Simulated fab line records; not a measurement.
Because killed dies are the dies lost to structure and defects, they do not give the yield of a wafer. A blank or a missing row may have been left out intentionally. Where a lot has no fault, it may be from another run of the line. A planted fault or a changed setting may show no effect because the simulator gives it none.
fab line records | flow gf180mcu
record: lots: 24 | wafers: 72 | lastDay: 34
route steps=602 shown VT_IMPLANT@108 V1@360 V2@383 V3@453 M4@457
lots with no fault: from the same line, run without faults
startH: the number of hours between the record's first day and the start of the first shown wafer of the lot | waitH: hours since the lot's step before | " identical to the entry in the row above | L1.1+2: a row that stands for several wafers | - no value, or no start given | * or withheld: withheld | < > ~ a bound
route shown NAME@n: names a module that has steps shown in the file, with the first one's number in the route | usual: mean/standard deviation taken from wafers without a fault | same: alike in all rows | chamber/n: place in a boat | sites: readings site by site | _std_site: standard deviation across them | _edge_site: mean of outer sites minus mean of inner sites | radiusMm: how far each site lies from the wafer's centre | mask NAME#n: copy n | behind: tool/chamber where the wafer was last shaped | hold: why the lot was held/for how many hours/how that ended | device: the n, p or np transistor that did not switch | end of line: the same wafers' tests at the end of the route | a step with no rows: only its recipe | killed: dies that structure and defects cost at the first sort, which is not the same as the wafer's yield | map: the dies of a wafer, with x for killed, . for not killed, _ for no die there
set.NAME: setting as actually run; set.NAME@STEP: the setting as run at that earlier step | model.NAME: the simulator's own value behind a step, which no gauge read
one table for each step of the route and one row for each wafer, over a sample of lots
services: the hour from which a tool's chamber was out of use, counted from the record's first day as startH (under 0 if before that day), plus the number of hours and why
== steps ==
step: GF_VT_IMPLANT_OVL_MEAS_18
usual: VT_IMPLANT_01_OVL: 0.4/1.1
lot.wafer | tool       | chamber | startH | waitH | VT_IMPLANT_01_OVL[nm]
L074.2    | overlay-02 | -       | 124.90 | 0.1   | -0.5
L074.5    | "          | -       | "      | "     | -1.0
L074.6    | "          | -       | "      | "     | 0.1
L075.3    | overlay-01 | -       | 132.53 | 0.1   | -0.3
L075.5    | "          | -       | "      | "     | 0.4
L075.6    | "          | -       | "      | "     | 1.2
L076.1    | overlay-01 | -       | 136.44 | 0.1   | -0.5
L076.3    | "          | -       | "      | "     | -0.1
L076.5    | "          | -       | "      | "     | -0.9
L077.1    | overlay-01 | -       | 141.82 | 0.1   | 1.3
L077.5    | "          | -       | "      | "     | 0.8
L077.6    | "          | -       | "      | "     | -0.5
L078.2    | overlay-01 | -       | 150.00 | 0.1   | 0.8
L078.3    | "          | -       | "      | "     | 0.0
L078.5    | "          | -       | "      | "     | 1.9
L079.2    | overlay-01 | -       | 156.15 | 0.1   | 1.0
L079.3    | "          | -       | "      | "     | 0.6
L079.4    | "          | -       | "      | "     | 0.2
L080.2    | overlay-01 | -       | 163.40 | 0.1   | 0.1
L080.3    | "          | -       | "      | "     | 1.0
L080.5    | "          | -       | "      | "     | -0.4
L081.4    | overlay-01 | -       | 174.16 | 0.1   | -0.1
L081.5    | "          | -       | "      | "     | -0.2
L081.6    | "          | -       | "      | "     | -1.0
L082.2    | overlay-01 | -       | 175.80 | 0.1   | 0.8
L082.3    | "          | -       | "      | "     | 1.1
L082.4    | "          | -       | "      | "     | 0.3
L083.2    | overlay-02 | -       | 185.35 | 0.1   | -1.2
L083.4    | "          | -       | "      | "     | -0.4
L083.6    | "          | -       | "      | "     | -0.4
L084.2    | overlay-02 | -       | 192.38 | 0.1   | -0.9
L084.4    | "          | -       | "      | "     | 0.2
L084.6    | "          | -       | "      | "     | 0.9
L085.1    | overlay-01 | -       | 199.67 | 0.1   | -0.6
L085.5    | "          | -       | "      | "     | -0.4
L085.6    | "          | -       | "      | "     | -0.1
L086.3    | overlay-01 | -       | 205.56 | 0.1   | 1.6
L086.4    | "          | -       | "      | "     | -0.8
L086.5    | "          | -       | "      | "     | 0.0
L087.2    | overlay-01 | -       | 209.88 | 0.1   | 0.2
L087.3    | "          | -       | "      | "     | 1.1
L087.4    | "          | -       | "      | "     | -1.1
L088.3    | overlay-02 | -       | 215.40 | 0.1   | 0.9
L088.5    | "          | -       | "      | "     | 2.9
L088.6    | "          | -       | "      | "     | 1.5
L089.2    | overlay-01 | -       | 223.33 | 0.1   | -1.4
L089.3    | "          | -       | "      | "     | 2.7
L089.6    | "          | -       | "      | "     | 1.3
L090.2    | overlay-02 | -       | 228.15 | 0.1   | 0.0
L090.3    | "          | -       | "      | "     | 1.3
L090.4    | "          | -       | "      | "     | -2.1
L091.4    | overlay-01 | -       | 233.04 | 0.1   | 0.4
L091.5    | "          | -       | "      | "     | 0.1
L091.6    | "          | -       | "      | "     | -1.9
L092.2    | overlay-01 | -       | 237.35 | 0.1   | 1.5
L092.3    | "          | -       | "      | "     | -0.1
L092.5    | "          | -       | "      | "     | 1.9
L093.3    | overlay-02 | -       | 245.76 | 0.1   | -0.1
L093.4    | "          | -       | "      | "     | 0.6
L093.5    | "          | -       | "      | "     | -0.3
L094.3    | overlay-01 | -       | 252.41 | 0.1   | 0.0
L094.4    | "          | -       | "      | "     | -1.8
L094.6    | "          | -       | "      | "     | 0.3
L095.2    | overlay-01 | -       | 263.48 | 0.1   | 1.4
L095.5    | "          | -       | "      | "     | 3.2
L095.6    | "          | -       | "      | "     | 1.7
L096.2    | overlay-01 | -       | 269.80 | 0.1   | 0.3
L096.3    | "          | -       | "      | "     | 0.6
L096.5    | "          | -       | "      | "     | 1.3
L097.1    | overlay-01 | -       | 272.69 | 0.1   | 1.6
L097.3    | "          | -       | "      | "     | 0.9
L097.5    | "          | -       | "      | "     | 0.8
step: GF_V1_THK_MEAS_25
recipe: thkMeasGauge: xrf | reads: W_of_V1_CVD_23
usual: V1_W_THK: 358/5.6
lot.wafer | tool         | chamber | startH | waitH | V1_W_THK[nm]
L074.2    | filmMetro-04 | -       | 409.23 | 0.1   | 361
L074.5    | "            | -       | "      | "     | 362
L074.6    | "            | -       | "      | "     | 359
L075.3    | filmMetro-02 | -       | 414.73 | 0.1   | 363
L075.5    | "            | -       | "      | "     | 363
L075.6    | "            | -       | "      | "     | 356
L076.1    | filmMetro-02 | -       | 423.38 | 0.1   | 353
L076.3    | "            | -       | "      | "     | 362
L076.5    | "            | -       | "      | "     | 354
L077.1    | filmMetro-02 | -       | 429.99 | 0.1   | 359
L077.5    | "            | -       | "      | "     | 365
L077.6    | "            | -       | "      | "     | 364
L078.2    | filmMetro-04 | -       | 444.49 | 0.1   | 357
L078.3    | "            | -       | "      | "     | 363
L078.5    | "            | -       | "      | "     | 361
L079.2    | filmMetro-02 | -       | 451.96 | 0.1   | 355
L079.3    | "            | -       | "      | "     | 360
L079.4    | "            | -       | "      | "     | 357
L080.2    | filmMetro-04 | -       | 464.05 | 0.1   | 355
L080.3    | "            | -       | "      | "     | 354
L080.5    | "            | -       | "      | "     | 351
L081.4    | filmMetro-04 | -       | 480.77 | 0.1   | 354
L081.5    | "            | -       | "      | "     | 350
L081.6    | "            | -       | "      | "     | 356
L082.2    | filmMetro-02 | -       | 481.59 | 0.1   | 356
L082.3    | "            | -       | "      | "     | 354
L082.4    | "            | -       | "      | "     | 359
L083.2    | filmMetro-04 | -       | 497.27 | 0.1   | 354
L083.4    | "            | -       | "      | "     | 360
L083.6    | "            | -       | "      | "     | 359
L084.2    | filmMetro-03 | -       | 504.34 | 0.1   | 365
L084.4    | "            | -       | "      | "     | 368
L084.6    | "            | -       | "      | "     | 365
L085.1    | filmMetro-02 | -       | 513.34 | 0.1   | 352
L085.5    | "            | -       | "      | "     | 361
L085.6    | "            | -       | "      | "     | 356
L086.3    | filmMetro-04 | -       | 522.95 | 0.1   | 354
L086.4    | "            | -       | "      | "     | 359
L086.5    | "            | -       | "      | "     | 357
L087.2    | filmMetro-04 | -       | 525.19 | 0.1   | 354
L087.3    | "            | -       | "      | "     | 356
L087.4    | "            | -       | "      | "     | 347
L088.3    | filmMetro-03 | -       | 534.27 | 0.1   | 363
L088.5    | "            | -       | "      | "     | 365
L088.6    | "            | -       | "      | "     | 366
L089.2    | filmMetro-02 | -       | 543.24 | 0.1   | 358
L089.3    | "            | -       | "      | "     | 356
L089.6    | "            | -       | "      | "     | 356
L090.2    | filmMetro-04 | -       | 551.72 | 0.1   | 361
L090.3    | "            | -       | "      | "     | 362
L090.4    | "            | -       | "      | "     | 358
L091.4    | filmMetro-03 | -       | 557.96 | 0.1   | 365
L091.5    | "            | -       | "      | "     | 371
L091.6    | "            | -       | "      | "     | 356
L092.2    | filmMetro-02 | -       | 561.10 | 0.1   | 357
L092.3    | "            | -       | "      | "     | 351
L092.5    | "            | -       | "      | "     | 358
L093.3    | filmMetro-04 | -       | 577.58 | 0.1   | 354
L093.4    | "            | -       | "      | "     | 349
L093.5    | "            | -       | "      | "     | 347
L094.3    | filmMetro-03 | -       | 583.16 | 0.1   | 363
L094.4    | "            | -       | "      | "     | 362
L094.6    | "            | -       | "      | "     | 362
L095.2    | filmMetro-04 | -       | 596.94 | 0.1   | 349
L095.5    | "            | -       | "      | "     | 341
L095.6    | "            | -       | "      | "     | 348
L096.2    | filmMetro-04 | -       | 606.64 | 0.1   | 359
L096.3    | "            | -       | "      | "     | 360
L096.5    | "            | -       | "      | "     | 358
L097.1    | filmMetro-03 | -       | 608.31 | 0.1   | 367
L097.3    | "            | -       | "      | "     | 365
L097.5    | "            | -       | "      | "     | 366
step: GF_V2_THK_MEAS_01
recipe: reads: SiO2_of_V2_CVD_00
usual: V2_CVD_00_THK: 598/8.7
lot.wafer | tool         | chamber | startH | waitH | V2_CVD_00_THK[nm]
L074.2    | filmMetro-01 | -       | 433.98 | 0.0   | 593
L074.5    | "            | -       | "      | "     | 603
L074.6    | "            | -       | "      | "     | 587
L075.3    | filmMetro-04 | -       | 439.40 | 0.1   | 599
L075.5    | "            | -       | "      | "     | 591
L075.6    | "            | -       | "      | "     | 599
L076.1    | filmMetro-04 | -       | 449.53 | 0.0   | 597
L076.3    | "            | -       | "      | "     | 605
L076.5    | "            | -       | "      | "     | 604
L077.1    | filmMetro-04 | -       | 456.19 | 0.0   | 600
L077.5    | "            | -       | "      | "     | 602
L077.6    | "            | -       | "      | "     | 597
L078.2    | filmMetro-03 | -       | 470.33 | 0.0   | 606
L078.3    | "            | -       | "      | "     | 599
L078.5    | "            | -       | "      | "     | 604
L079.2    | filmMetro-01 | -       | 478.28 | 0.0   | 586
L079.3    | "            | -       | "      | "     | 587
L079.4    | "            | -       | "      | "     | 585
L080.2    | filmMetro-01 | -       | 490.26 | 0.0   | 591
L080.3    | "            | -       | "      | "     | 583
L080.5    | "            | -       | "      | "     | 598
L081.4    | filmMetro-04 | -       | 506.24 | 0.0   | 576
L081.5    | "            | -       | "      | "     | 601
L081.6    | "            | -       | "      | "     | 581
L082.2    | filmMetro-01 | -       | 506.89 | 0.0   | 608
L082.3    | "            | -       | "      | "     | 604
L082.4    | "            | -       | "      | "     | 610
L083.2    | filmMetro-03 | -       | 521.90 | 0.0   | 593
L083.4    | "            | -       | "      | "     | 611
L083.6    | "            | -       | "      | "     | 590
L084.2    | filmMetro-04 | -       | 528.97 | 0.0   | 594
L084.4    | "            | -       | "      | "     | 592
L084.6    | "            | -       | "      | "     | 594
L085.1    | filmMetro-04 | -       | 537.77 | 0.0   | 598
L085.5    | "            | -       | "      | "     | 604
L085.6    | "            | -       | "      | "     | 595
L086.3    | filmMetro-04 | -       | 547.43 | 0.1   | 607
L086.4    | "            | -       | "      | "     | 608
L086.5    | "            | -       | "      | "     | 609
L087.2    | filmMetro-03 | -       | 549.58 | 0.0   | 598
L087.3    | "            | -       | "      | "     | 599
L087.4    | "            | -       | "      | "     | 599
L088.3    | filmMetro-03 | -       | 558.65 | 0.1   | 611
L088.5    | "            | -       | "      | "     | 610
L088.6    | "            | -       | "      | "     | 596
L089.2    | filmMetro-01 | -       | 566.48 | 0.0   | 607
L089.3    | "            | -       | "      | "     | 589
L089.6    | "            | -       | "      | "     | 603
L090.2    | filmMetro-01 | -       | 575.38 | 0.0   | 596
L090.3    | "            | -       | "      | "     | 598
L090.4    | "            | -       | "      | "     | 596
L091.4    | filmMetro-03 | -       | 581.16 | 0.0   | 598
L091.5    | "            | -       | "      | "     | 612
L091.6    | "            | -       | "      | "     | 595
L092.2    | filmMetro-03 | -       | 584.31 | 0.0   | 588
L092.3    | "            | -       | "      | "     | 585
L092.5    | "            | -       | "      | "     | 580
L093.3    | filmMetro-04 | -       | 599.78 | 0.1   | 594
L093.4    | "            | -       | "      | "     | 592
L093.5    | "            | -       | "      | "     | 610
L094.3    | filmMetro-03 | -       | 605.38 | 0.1   | 597
L094.4    | "            | -       | "      | "     | 599
L094.6    | "            | -       | "      | "     | 601
L095.2    | filmMetro-03 | -       | 618.58 | 0.0   | 602
L095.5    | "            | -       | "      | "     | 605
L095.6    | "            | -       | "      | "     | 607
L096.2    | filmMetro-04 | -       | 628.47 | 0.0   | 605
L096.3    | "            | -       | "      | "     | 593
L096.5    | "            | -       | "      | "     | 613
L097.1    | filmMetro-01 | -       | 629.78 | 0.0   | 595
L097.3    | "            | -       | "      | "     | 595
L097.5    | "            | -       | "      | "     | 597
step: GF_V2_CMP_04
recipe: material: SiO2 | downForcePsi: 4 | platenRpm: 60 | padVelocityMS: 0.94248
usual: motorCurrentA: 11.4/1.3 | retainingRingPressureFrac: 1.000/0.0049 | timeToEndpointS: 79/6.3
lot.wafer | tool   | chamber | startH | waitH | motorCurrentA | retainingRingPressureFrac | timeToEndpointS
L074.2    | cmp-01 | 3       | 434.21 | 0.1   | 11.5          | 1.006                     | 78
L074.6    | "      | 2       | "      | "     | 12.4          | 1.001                     | 79
L074.5    | "      | 3       | "      | "     | 11.2          | 1.001                     | 88
L075.3    | cmp-01 | 2       | 439.66 | 0.1   | 12.7          | 1.001                     | 82
L075.5    | "      | 1       | "      | "     | 10.0          | 0.997                     | 75
L075.6    | "      | 2       | "      | "     | 12.2          | 1.004                     | 82
L076.3    | cmp-02 | 1       | 449.93 | 0.2   | 13.7          | 0.993                     | 82
L076.1    | "      | 2       | "      | "     | 13.0          | 1.000                     | 86
L076.5    | "      | 2       | "      | "     | 11.6          | 1.004                     | 81
L077.1    | cmp-02 | 0       | 456.43 | 0.1   | 10.8          | 1.006                     | 67
L077.5    | "      | 3       | "      | "     | 10.9          | 1.012                     | 86
L077.6    | "      | 0       | "      | "     | 10.6          | 1.004                     | 73
L078.2    | cmp-02 | 3       | 470.56 | 0.1   | 10.8          | 1.002                     | 67
L078.3    | "      | 1       | "      | "     | 13.8          | 0.996                     | 79
L078.5    | "      | 3       | "      | "     | 10.8          | 1.001                     | 73
L079.4    | cmp-01 | 1       | 478.46 | 0.0   | 9.8           | 0.999                     | 87
L079.3    | "      | 2       | "      | "     | 12.2          | 1.002                     | 72
L079.2    | "      | 3       | "      | "     | 10.5          | 0.997                     | 76
L080.2    | cmp-02 | 3       | 490.44 | 0.0   | 10.5          | 1.002                     | 77
L080.3    | "      | 2       | "      | "     | 12.0          | 1.002                     | 81
L080.5    | "      | 0       | "      | "     | 10.8          | 0.993                     | 78
L081.4    | cmp-01 | 3       | 506.45 | 0.1   | 11.0          | 0.995                     | 72
L081.5    | "      | 2       | "      | "     | 12.7          | 0.996                     | 76
L081.6    | "      | 3       | "      | "     | 11.8          | 1.003                     | 79
L082.3    | cmp-01 | 1       | 507.07 | 0.0   | 9.8           | 0.999                     | 70
L082.4    | "      | 3       | "      | "     | 11.4          | 0.995                     | 81
L082.2    | "      | 0       | "      | "     | 10.1          | 1.002                     | 80
L083.4    | cmp-02 | 3       | 522.13 | 0.1   | 10.5          | 1.009                     | 79
L083.2    | "      | 0       | "      | "     | 11.0          | 1.000                     | 71
L083.6    | "      | 3       | "      | "     | 10.5          | 1.002                     | 78
L084.4    | cmp-02 | 2       | 529.20 | 0.1   | 12.1          | 1.001                     | 90
L084.2    | "      | 0       | "      | "     | 11.4          | 0.995                     | 70
L084.6    | "      | 2       | "      | "     | 11.6          | 1.004                     | 89
L085.1    | cmp-02 | 0       | 538.11 | 0.2   | 10.8          | 0.993                     | 73
L085.6    | "      | 1       | "      | "     | 14.7          | 0.999                     | 83
L085.5    | "      | 2       | "      | "     | 11.7          | 0.997                     | 93
L086.4    | cmp-01 | 3       | 547.60 | 0.0   | 11.6          | 0.998                     | 83
L086.3    | "      | 0       | "      | "     | 10.4          | 0.997                     | 82
L086.5    | "      | 0       | "      | "     | 10.2          | 0.997                     | 80
L087.4    | cmp-01 | 0       | 549.76 | 0.0   | 10.3          | 1.004                     | 82
L087.3    | "      | 1       | "      | "     | 10.8          | 1.001                     | 72
L087.2    | "      | 3       | "      | "     | 11.1          | 1.001                     | 76
L088.3    | cmp-01 | 1       | 558.87 | 0.1   | 9.9           | 1.004                     | 81
L088.6    | "      | 0       | "      | "     | 9.9           | 1.002                     | 90
L088.5    | "      | 1       | "      | "     | 9.5           | 0.999                     | 81
L089.3    | cmp-02 | 3       | 566.66 | 0.0   | 10.7          | 0.999                     | 78
L089.2    | "      | 2       | "      | "     | 12.2          | 0.996                     | 87
L089.6    | "      | 3       | "      | "     | 10.8          | 0.993                     | 80
L090.4    | cmp-01 | 2       | 575.56 | 0.0   | 12.3          | 0.995                     | 83
L090.3    | "      | 0       | "      | "     | 10.2          | 0.997                     | 84
L090.2    | "      | 1       | "      | "     | 9.6           | 1.003                     | 77
L091.4    | cmp-02 | 3       | 581.47 | 0.2   | 10.9          | 1.000                     | 76
L091.6    | "      | 0       | "      | "     | 10.7          | 1.003                     | 78
L091.5    | "      | 1       | "      | "     | 14.1          | 0.990                     | 93
L092.3    | cmp-02 | 3       | 584.59 | 0.1   | 10.6          | 1.006                     | 77
L092.2    | "      | 0       | "      | "     | 11.7          | 1.012                     | 75
L092.5    | "      | 1       | "      | "     | 12.8          | 1.008                     | 84
L093.4    | cmp-02 | 2       | 600.31 | 0.4   | 12.3          | 1.006                     | 91
L093.3    | "      | 3       | "      | "     | 10.4          | 0.994                     | 77
L093.5    | "      | 2       | "      | "     | 12.0          | 1.006                     | 90
L094.4    | cmp-02 | 2       | 605.65 | 0.1   | 11.7          | 0.995                     | 88
L094.3    | "      | 3       | "      | "     | 11.0          | 1.002                     | 66
L094.6    | "      | 0       | "      | "     | 10.3          | 1.004                     | 74
L095.2    | cmp-01 | 2       | 619.00 | 0.3   | 11.2          | 0.995                     | 70
L095.5    | "      | 0       | "      | "     | 10.0          | 1.010                     | 88
L095.6    | "      | 1       | "      | "     | 9.3           | 0.999                     | 82
L096.2    | cmp-01 | 2       | 628.65 | 0.0   | 11.9          | 1.007                     | 84
L096.3    | "      | 1       | "      | "     | 9.2           | 1.001                     | 77
L096.5    | "      | 3       | "      | "     | 11.1          | 1.007                     | 87
L097.3    | cmp-01 | 2       | 630.21 | 0.3   | 11.7          | 0.985                     | 71
L097.1    | "      | 3       | "      | "     | 11.4          | 1.001                     | 77
L097.5    | "      | 2       | "      | "     | 12.3          | 1.000                     | 82
step: GF_V3_RS_MEAS_24
recipe: thkMeasGauge: four-point-probe | reads: W_of_V3_CVD_23+TiN_of_V3_SPUTTER_22+Ti_of_V3_SPUTTER_21
usual: V3_W_RS: 0.328/0.0042
lot.wafer | tool         | chamber | startH | waitH | V3_W_RS[ohm/sq]
L074.2    | filmMetro-02 | -       | 510.03 | 0.1   | 0.327
L074.5    | "            | -       | "      | "     | 0.331
L074.6    | "            | -       | "      | "     | 0.320
L075.3    | filmMetro-02 | -       | 515.86 | 0.1   | 0.330
L075.5    | "            | -       | "      | "     | 0.333
L075.6    | "            | -       | "      | "     | 0.323
L076.1    | filmMetro-03 | -       | 525.85 | 0.1   | 0.334
L076.3    | "            | -       | "      | "     | 0.328
L076.5    | "            | -       | "      | "     | 0.328
L077.1    | filmMetro-02 | -       | 532.35 | 0.1   | 0.331
L077.5    | "            | -       | "      | "     | 0.332
L077.6    | "            | -       | "      | "     | 0.328
L078.2    | filmMetro-04 | -       | 544.39 | 0.1   | 0.321
L078.3    | "            | -       | "      | "     | 0.332
L078.5    | "            | -       | "      | "     | 0.323
L079.2    | filmMetro-03 | -       | 552.32 | 0.1   | 0.326
L079.3    | "            | -       | "      | "     | 0.331
L079.4    | "            | -       | "      | "     | 0.326
L080.2    | filmMetro-03 | -       | 564.18 | 0.1   | 0.335
L080.3    | "            | -       | "      | "     | 0.329
L080.5    | "            | -       | "      | "     | 0.333
L081.4    | filmMetro-02 | -       | 578.15 | 0.1   | 0.335
L081.5    | "            | -       | "      | "     | 0.331
L081.6    | "            | -       | "      | "     | 0.328
L082.2    | filmMetro-04 | -       | 578.78 | 0.1   | 0.327
L082.3    | "            | -       | "      | "     | 0.330
L082.4    | "            | -       | "      | "     | 0.331
L083.2    | filmMetro-02 | -       | 594.04 | 0.1   | 0.328
L083.4    | "            | -       | "      | "     | 0.328
L083.6    | "            | -       | "      | "     | 0.331
L084.2    | filmMetro-02 | -       | 599.94 | 0.1   | 0.323
L084.4    | "            | -       | "      | "     | 0.324
L084.6    | "            | -       | "      | "     | 0.325
L085.1    | filmMetro-02 | -       | 608.39 | 0.1   | 0.327
L085.5    | "            | -       | "      | "     | 0.326
L085.6    | "            | -       | "      | "     | 0.327
L086.3    | filmMetro-02 | -       | 616.48 | 0.1   | 0.329
L086.4    | "            | -       | "      | "     | 0.322
L086.5    | "            | -       | "      | "     | 0.325
L087.2    | filmMetro-03 | -       | 617.32 | 0.1   | 0.332
L087.3    | "            | -       | "      | "     | 0.326
L087.4    | "            | -       | "      | "     | 0.339
L088.3    | filmMetro-02 | -       | 626.85 | 0.1   | 0.327
L088.5    | "            | -       | "      | "     | 0.324
L088.6    | "            | -       | "      | "     | 0.333
L089.2    | filmMetro-04 | -       | 633.83 | 0.1   | 0.323
L089.3    | "            | -       | "      | "     | 0.336
L089.6    | "            | -       | "      | "     | 0.336
L090.2    | filmMetro-03 | -       | 640.79 | 0.1   | 0.323
L090.3    | "            | -       | "      | "     | 0.322
L090.4    | "            | -       | "      | "     | 0.322
L091.4    | filmMetro-03 | -       | 647.56 | 0.1   | 0.329
L091.5    | "            | -       | "      | "     | 0.338
L091.6    | "            | -       | "      | "     | 0.327
L092.2    | filmMetro-03 | -       | 649.83 | 0.1   | 0.321
L092.3    | "            | -       | "      | "     | 0.327
L092.5    | "            | -       | "      | "     | 0.332
L093.3    | filmMetro-03 | -       | 665.11 | 0.1   | 0.326
L093.4    | "            | -       | "      | "     | 0.330
L093.5    | "            | -       | "      | "     | 0.330
L094.3    | filmMetro-02 | -       | 669.09 | 0.1   | 0.333
L094.4    | "            | -       | "      | "     | 0.324
L094.6    | "            | -       | "      | "     | 0.336
L095.2    | filmMetro-03 | -       | 681.06 | 0.1   | 0.325
L095.5    | "            | -       | "      | "     | 0.326
L095.6    | "            | -       | "      | "     | 0.332
L096.2    | filmMetro-03 | -       | 690.48 | 0.1   | 0.326
L096.3    | "            | -       | "      | "     | 0.326
L096.5    | "            | -       | "      | "     | 0.326
L097.1    | filmMetro-04 | -       | 692.10 | 0.1   | 0.326
L097.3    | "            | -       | "      | "     | 0.325
L097.5    | "            | -       | "      | "     | 0.333
step: GF_M4_SPUTTER_01
recipe: material: TiN | targetThkNm: 30 | powerW: 6500 | timeS: 25 | chamberPressurePa: 0.4
usual: throttleValvePct: 30.1/1.2
lot.wafer | tool          | chamber | startH | waitH | throttleValvePct
L074.2    | pvdSputter-03 | -       | 510.59 | 0.1   | 31.0
L074.5    | "             | -       | "      | "     | 27.6
L074.6    | "             | -       | "      | "     | 31.1
L075.3    | pvdSputter-03 | -       | 516.46 | 0.1   | 27.9
L075.5    | "             | -       | "      | "     | 30.8
L075.6    | "             | -       | "      | "     | 27.8
L076.1    | pvdSputter-01 | -       | 526.43 | 0.1   | 29.5
L076.3    | "             | -       | "      | "     | 30.5
L076.5    | "             | -       | "      | "     | 30.8
L077.1    | pvdSputter-03 | -       | 532.93 | 0.1   | 27.8
L077.5    | "             | -       | "      | "     | 27.7
L077.6    | "             | -       | "      | "     | 30.9
L078.2    | pvdSputter-02 | -       | 544.95 | 0.1   | 31.0
L078.3    | "             | -       | "      | "     | 30.5
L078.5    | "             | -       | "      | "     | 30.0
L079.2    | pvdSputter-03 | -       | 552.88 | 0.1   | 31.0
L079.3    | "             | -       | "      | "     | 27.8
L079.4    | "             | -       | "      | "     | 30.9
L080.2    | pvdSputter-01 | -       | 564.74 | 0.1   | 28.3
L080.3    | "             | -       | "      | "     | 29.3
L080.5    | "             | -       | "      | "     | 31.7
L081.4    | pvdSputter-01 | -       | 578.67 | 0.1   | 28.6
L081.5    | "             | -       | "      | "     | 31.5
L081.6    | "             | -       | "      | "     | 30.3
L082.2    | pvdSputter-03 | -       | 579.34 | 0.1   | 30.9
L082.3    | "             | -       | "      | "     | 31.1
L082.4    | "             | -       | "      | "     | 31.1
L083.2    | pvdSputter-03 | -       | 594.60 | 0.1   | 31.0
L083.4    | "             | -       | "      | "     | 30.8
L083.6    | "             | -       | "      | "     | 27.5
L084.2    | pvdSputter-01 | -       | 600.96 | 0.1   | 30.4
L084.4    | "             | -       | "      | "     | 28.7
L084.6    | "             | -       | "      | "     | 29.2
L085.1    | pvdSputter-02 | -       | 609.23 | 0.1   | 30.3
L085.5    | "             | -       | "      | "     | 30.8
L085.6    | "             | -       | "      | "     | 29.7
L086.3    | pvdSputter-01 | -       | 617.02 | 0.1   | 31.3
L086.4    | "             | -       | "      | "     | 31.9
L086.5    | "             | -       | "      | "     | 28.8
L087.2    | pvdSputter-03 | -       | 617.88 | 0.1   | 27.7
L087.3    | "             | -       | "      | "     | 30.7
L087.4    | "             | -       | "      | "     | 30.9
L088.3    | pvdSputter-01 | -       | 627.39 | 0.1   | 28.6
L088.5    | "             | -       | "      | "     | 29.2
L088.6    | "             | -       | "      | "     | 28.7
L089.2    | pvdSputter-03 | -       | 634.68 | 0.1   | 31.1
L089.3    | "             | -       | "      | "     | 31.0
L089.6    | "             | -       | "      | "     | 30.9
L090.2    | pvdSputter-01 | -       | 641.35 | 0.1   | 28.5
L090.3    | "             | -       | "      | "     | 30.6
L090.4    | "             | -       | "      | "     | 29.5
L091.4    | pvdSputter-02 | -       | 648.09 | 0.0   | 29.8
L091.5    | "             | -       | "      | "     | 30.3
L091.6    | "             | -       | "      | "     | 30.4
L092.2    | pvdSputter-02 | -       | 650.39 | 0.1   | 31.3
L092.3    | "             | -       | "      | "     | 30.4
L092.5    | "             | -       | "      | "     | 29.7
L093.3    | pvdSputter-03 | -       | 665.65 | 0.1   | 31.0
L093.4    | "             | -       | "      | "     | 27.9
L093.5    | "             | -       | "      | "     | 30.8
L094.3    | pvdSputter-02 | -       | 669.63 | 0.1   | 29.7
L094.4    | "             | -       | "      | "     | 30.7
L094.6    | "             | -       | "      | "     | 30.0
L095.2    | pvdSputter-03 | -       | 681.62 | 0.1   | 27.9
L095.5    | "             | -       | "      | "     | 30.9
L095.6    | "             | -       | "      | "     | 31.0
L096.2    | pvdSputter-03 | -       | 691.04 | 0.1   | 31.0
L096.3    | "             | -       | "      | "     | 30.9
L096.5    | "             | -       | "      | "     | 30.4
L097.1    | pvdSputter-01 | -       | 692.68 | 0.1   | 28.8
L097.3    | "             | -       | "      | "     | 29.2
L097.5    | "             | -       | "      | "     | 30.3
== services ==
tool          | chamber | startH | hours | kind
cmp-01        | -       | 449.28 | 1.7   | repair
pvdSputter-01 | -       | 491.32 | 5.1   | repair
pvdSputter-03 | 1       | 497.46 | -     | consumableReplace:kit
pvdSputter-03 | 1       | 497.46 | 18.0  | scheduledDown
pvdSputter-03 | 1       | 497.46 | 18.0  | ventCycle
cmp-01        | -       | 499.18 | 7.1   | pm
cmp-02        | -       | 513.09 | 3.8   | pm
cmp-02        | -       | 530.57 | 5.1   | repair
pvdSputter-03 | -       | 530.97 | 1.5   | repair
pvdSputter-01 | -       | 536.07 | 4.4   | repair
cmp-01        | -       | 559.65 | 0.5   | repair
cmp-02        | -       | 572.00 | 4.0   | pm
cmp-02        | -       | 575.05 | 1.2   | repair
cmp-02        | -       | 576.00 | -     | consumableReplace:conditioner
cmp-02        | -       | 576.00 | -     | consumableReplace:pad
pvdSputter-03 | -       | 580.50 | 7.0   | repair
cmp-01        | -       | 597.20 | 4.0   | repair
cmp-01        | -       | 619.32 | 0.6   | repair
cmp-02        | -       | 632.87 | 1.6   | repair
cmp-01        | -       | 653.56 | 1.9   | repair
cmp-01        | -       | 666.61 | 0.8   | repair
cmp-01        | -       | 673.16 | 4.5   | pm
pvdSputter-03 | -       | 682.10 | 0.7   | repair
cmp-02        | -       | 686.41 | 0.8   | repair
== key ==
fault none
